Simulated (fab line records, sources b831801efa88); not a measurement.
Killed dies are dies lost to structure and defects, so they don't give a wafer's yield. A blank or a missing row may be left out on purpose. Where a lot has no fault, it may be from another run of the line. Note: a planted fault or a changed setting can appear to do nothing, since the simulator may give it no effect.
Matching of chambers :: flow sky130 :: SKY_LI_CONTACT_CMP_02 on cmp-02: 4 sister chambers
The step polishes PSG. 15 wafers are shown with their chamber, then 7 later ones without.

WAFERS PAIRED WITH THEIR CHAMBERS
wafer: L233.3
chamber: 3
motorCurrentA (A): 11.2
headPressurePsi (psi): 4.007
platenRpm (rpm): 60.01

wafer: L233.4
chamber: 1
motorCurrentA (A): 12.8
headPressurePsi (psi): 3.998
platenRpm (rpm): 60.01

wafer: L233.6
chamber: 0
motorCurrentA (A): 11.3
headPressurePsi (psi): 3.987
platenRpm (rpm): 60.01

wafer: L234.1
chamber: 0
motorCurrentA (A): 11.3
headPressurePsi (psi): 4.000
platenRpm (rpm): 60.04

wafer: L234.2
chamber: 1
motorCurrentA (A): 13.6
headPressurePsi (psi): 4.010
platenRpm (rpm): 59.96

wafer: L234.4
chamber: 2
motorCurrentA (A): 13.4
headPressurePsi (psi): 4.002
platenRpm (rpm): 60.01

wafer: L237.2
chamber: 2
motorCurrentA (A): 12.8
headPressurePsi (psi): 3.993
platenRpm (rpm): 60.01

wafer: L237.3
chamber: 0
motorCurrentA (A): 11.3
headPressurePsi (psi): 3.995
platenRpm (rpm): 60.00

wafer: L237.6
chamber: 3
motorCurrentA (A): 10.9
headPressurePsi (psi): 4.001
platenRpm (rpm): 59.97

wafer: L236.1
chamber: 1
motorCurrentA (A): 14.0
headPressurePsi (psi): 4.009
platenRpm (rpm): 59.96

wafer: L236.2
chamber: 2
motorCurrentA (A): 13.1
headPressurePsi (psi): 4.013
platenRpm (rpm): 60.03

wafer: L236.6
chamber: 3
motorCurrentA (A): 11.3
headPressurePsi (psi): 4.004
platenRpm (rpm): 60.01

wafer: L238.1
chamber: 0
motorCurrentA (A): 11.5
headPressurePsi (psi): 3.986
platenRpm (rpm): 59.98

wafer: L238.2
chamber: 1
motorCurrentA (A): 13.9
headPressurePsi (psi): 4.000
platenRpm (rpm): 60.02

wafer: L238.6
chamber: 1
motorCurrentA (A): 14.1
headPressurePsi (psi): 4.008
platenRpm (rpm): 59.99

SIGNATURES (means of the wafers above)
reading: motorCurrentA
chamber 0: 11.350
chamber 1: 13.680
chamber 2: 13.100
chamber 3: 11.133
scatter within a chamber: 0.357

reading: headPressurePsi
chamber 0: 3.99200
chamber 1: 4.00500
chamber 2: 4.00267
chamber 3: 4.00400
scatter within a chamber: 0.00658

reading: platenRpm
chamber 0: 60.0075
chamber 1: 59.9880
chamber 2: 60.0167
chamber 3: 59.9967
scatter within a chamber: 0.0239
Rule: for a wafer and a chamber, the distance is found by dividing, reading by reading, the gap between the wafer's reading and the chamber's mean by the reading's scatter, squaring, summing and taking the root. If the next closest chamber is less than 2 further off than the closest, the wafer can't be placed; otherwise it belongs to the closest. The scatter is the square root of a quotient: the sum, over the shown wafers, of each reading's squared deviation from its chamber's mean, divided by wafers minus chambers.

WAFERS WHOSE CHAMBER IS MISSING
wafer: L240.1
motorCurrentA (A): 10.5
headPressurePsi (psi): 3.985
platenRpm (rpm): 60.08

wafer: L240.4
motorCurrentA (A): 11.6
headPressurePsi (psi): 4.011
platenRpm (rpm): 59.96

wafer: L240.6
motorCurrentA (A): 11.8
headPressurePsi (psi): 4.002
platenRpm (rpm): 60.04

wafer: L251.2
motorCurrentA (A): 13.8
headPressurePsi (psi): 3.991
platenRpm (rpm): 59.94

wafer: L254.2
motorCurrentA (A): 11.4
headPressurePsi (psi): 3.987
platenRpm (rpm): 59.90

wafer: L254.3
motorCurrentA (A): 14.1
headPressurePsi (psi): 3.995
platenRpm (rpm): 60.04

wafer: L254.4
motorCurrentA (A): 13.0
headPressurePsi (psi): 4.009
platenRpm (rpm): 60.02

EACH ONE'S CHAMBER
wafer: L240.1
from the rows above: can't be placed: 0 or 3
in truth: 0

wafer: L240.4
from the rows above: can't be placed: 3 or 0
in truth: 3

wafer: L240.6
from the rows above: can't be placed: 0 or 3 or 2
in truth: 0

wafer: L251.2
from the rows above: can't be placed: 1 or 2
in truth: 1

wafer: L254.2
from the rows above: can't be placed: 0 or 3
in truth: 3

wafer: L254.3
from the rows above: can't be placed: 1 or 2
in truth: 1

wafer: L254.4
from the rows above: can't be placed: 2 or 1
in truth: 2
0 of 7 placed correctly. Cannot be placed on the basis of these rows: 7; the candidates contain the true chamber in 7. Wrongly placed: 0.
